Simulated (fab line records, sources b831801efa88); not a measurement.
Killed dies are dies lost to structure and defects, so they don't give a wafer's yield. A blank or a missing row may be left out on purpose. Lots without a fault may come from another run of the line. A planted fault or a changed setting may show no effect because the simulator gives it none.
Chamber matching | flow sky130 | SKY_VIA3_ETCH_14 on rie_diel-02: 4 sister chambers
The step etches BARC in N2/H2, stops on SiO2, time 45.9 s, target depth 60 nm. 14 wafers are shown with their chamber, then 7 later ones without.

WAFERS WITH THEIR CHAMBER
wafer  | chamber | drypump_motor_current_A (A) | h2_flow_sccm (sccm) | oes_product_au (a.u.)
L399.1 | 3       | 6.6                         | 199.5               | 0.853
L399.2 | 0       | 5.3                         | 198.5               | 0.856
L399.6 | 1       | 5.8                         | 200.9               | 0.854
L404.2 | 1       | 5.7                         | 200.1               | 0.855
L404.4 | 2       | 5.8                         | 201.3               | 0.853
L404.5 | 3       | 6.6                         | 201.2               | 0.850
L406.1 | 0       | 5.3                         | 199.7               | 0.863
L406.5 | 0       | 5.3                         | 199.5               | 0.864
L406.6 | 3       | 6.6                         | 200.4               | 0.852
L410.2 | 0       | 5.3                         | 200.3               | 0.857
L410.4 | 1       | 5.8                         | 199.9               | 0.845
L410.5 | 3       | 6.6                         | 200.3               | 0.854
L411.1 | 1       | 5.8                         | 201.2               | 0.849
L411.4 | 3       | 6.6                         | 200.1               | 0.858

SIGNATURES (means of the wafers above)
reading                 | chamber 0 | chamber 1 | chamber 2 | chamber 3 | scatter within a chamber
drypump_motor_current_A | 5.300     | 5.775     | 5.800     | 6.600     | 0.0274
h2_flow_sccm            | 199.500   | 200.525   | 201.300   | 200.300   | 0.659
oes_product_au          | 0.86000   | 0.85075   | 0.85300   | 0.85340   | 0.00387
Rule: a wafer's distance from a chamber is the root of the sum, over the readings, of the square of ((its reading less the chamber's mean) divided by the reading's scatter). The wafer belongs to the nearest chamber; if the next one is less than 2 further off, it can't be placed. The scatter: the root of (the sum of the squares of (reading less its chamber's mean) over the shown wafers, divided by (wafers less chambers)).

WAFERS WITHOUT THEIR CHAMBER
wafer  | drypump_motor_current_A (A) | h2_flow_sccm (sccm) | oes_product_au (a.u.)
L411.6 | 5.8                         | 199.9               | 0.855
L412.1 | 5.8                         | 200.1               | 0.858
L412.4 | 5.3                         | 200.5               | 0.851
L412.5 | 6.6                         | 199.8               | 0.851
L416.6 | 6.6                         | 200.7               | 0.859
L419.2 | 6.6                         | 200.7               | 0.862
L419.5 | 5.4                         | 199.4               | 0.856

WHICH CHAMBER EACH WENT THROUGH
wafer  | from the rows above     | in truth
L411.6 | can't be placed: 1 or 2 | 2
L412.1 | can't be placed: 1 or 2 | 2
L412.4 | 0                       | 0
L412.5 | 3                       | 3
L416.6 | 3                       | 3
L419.2 | 3                       | 3
L419.5 | 0                       | 0
Placed correctly: 5 of 7. Can't be placed from these rows: 2 (the true chamber is among the candidates in 2). Placed wrongly: 0.
